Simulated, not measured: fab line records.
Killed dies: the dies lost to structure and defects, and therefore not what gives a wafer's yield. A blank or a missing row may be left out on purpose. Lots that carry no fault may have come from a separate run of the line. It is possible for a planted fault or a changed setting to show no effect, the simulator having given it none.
One fault through the eyes of 2 desks ; flow gf180mcu ; each desk has only its own numbers; what lay behind them comes last

THE TOOL OWNER'S DESK: rie diel-03
The tool's own readings at GF_STI_ETCH_13 (etches the open film in CHF3/O2, stops on Si, target depth 282.31 nm, time 112.9 s): means of the sampled wafers that have a number, for each lot that ran on this tool. Marked OUT: a lot whose mean sits more than 4 standard deviations from the usual mean, which makes it out of limits; the brackets give that distance.
Columns: A = drypump motor current A at GF_STI_ETCH_13, usual 5.5 A; B = oes product au at GF_STI_ETCH_13, usual 0.833 a.u.; C = rf fwd power W at GF_STI_ETCH_13, usual 596.1 W; D = run length s at GF_STI_ETCH_13, usual 141.2 s; E = throttle valve pct at GF_STI_ETCH_13, usual 8.809 %
lot;first seen here;A;B;C;D;E
L140;day 2 16:13;5.4;0.842;595.5;140.6;8.803
L141;day 2 23:45;5.3;0.831;595.4;141.4;8.808
L144;day 3 13:16;5.3;0.835;594.3;140.8;8.806
L146;day 4 00:37;5.1;0.834;596.6;141.1;8.808
L148;day 4 11:04;5.2;0.832;597.1;141.4;8.803
L150;day 4 20:58;5.2;0.912 (+12) OUT;598.1;130.5 (-18) OUT;8.823
L151;day 5 02:13;5.2;1.002 (+26) OUT;-;118.8 (-38) OUT;8.857 (+5.5) OUT
L156;day 6 03:40;5.0;0.915 (+12) OUT;600.2;129.5 (-20) OUT;8.831
This desk finds L150, L151, L156 out of limits, L150 being first, at day 4 20:58 (oes product au at GF_STI_ETCH_13). L140, L141, L144, L146, L148 stayed within limits.

AT THE METROLOGY DESK
What the gauges read for every lot (on any tool): the sampled wafers with a number, averaged. Marked OUT: a lot whose mean sits more than 4 standard deviations from the usual mean, which makes it out of limits; the brackets give that distance.
Columns: A = STI_OXIDATION_02_THK at GF_STI_THK_MEAS_30, usual 9.98 nm; B = VT_IMPLANT_OVL at GF_VT_IMPLANT_OVL_MEAS_07, usual -0.6 nm
lot;first seen here;A;B
L137;day 2 07:19;9.92;1.2
L140;day 3 00:05;9.89;0.4
L141;day 3 06:53;9.85;2.0
L142;day 3 08:22;10.07;-0.8
L144;day 3 17:46;9.94;0.5
L145;day 4 00:28;10.09;1.4
L146;day 4 04:50;9.92;-1.4
L148;day 4 15:26;10.02;-3.6
L150;day 5 01:16;10.00;0.2
L151;day 5 06:52;10.00;-1.2
L156;day 6 08:14;10.27;-0.8
L159;day 7 00:44;10.14;-1.7
L160;day 7 06:08;9.90;-2.2
This desk's verdict: no lot among the 13 shows anything out of limits.

PUT TOGETHER
The tool owner's desk could have raised an alarm at day 4 20:58, on L150, L151, L156.
Nothing out of limits was seen by the metrology desk.
The metrology desk has L150, L151, L156 on record, within its limits.
Of the lots named, all ran GF_STI_ETCH_13 on rie diel-03.

WHAT THE SIMULATOR PUT IN
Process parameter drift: rie diel-03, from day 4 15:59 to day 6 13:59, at GF_STI_ETCH_13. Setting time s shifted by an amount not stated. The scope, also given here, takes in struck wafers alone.
Shown lots that were struck: L150, L151, L156.
Hours from the fault's start to each desk's first reading out of limits: the tool owner's desk, 5.
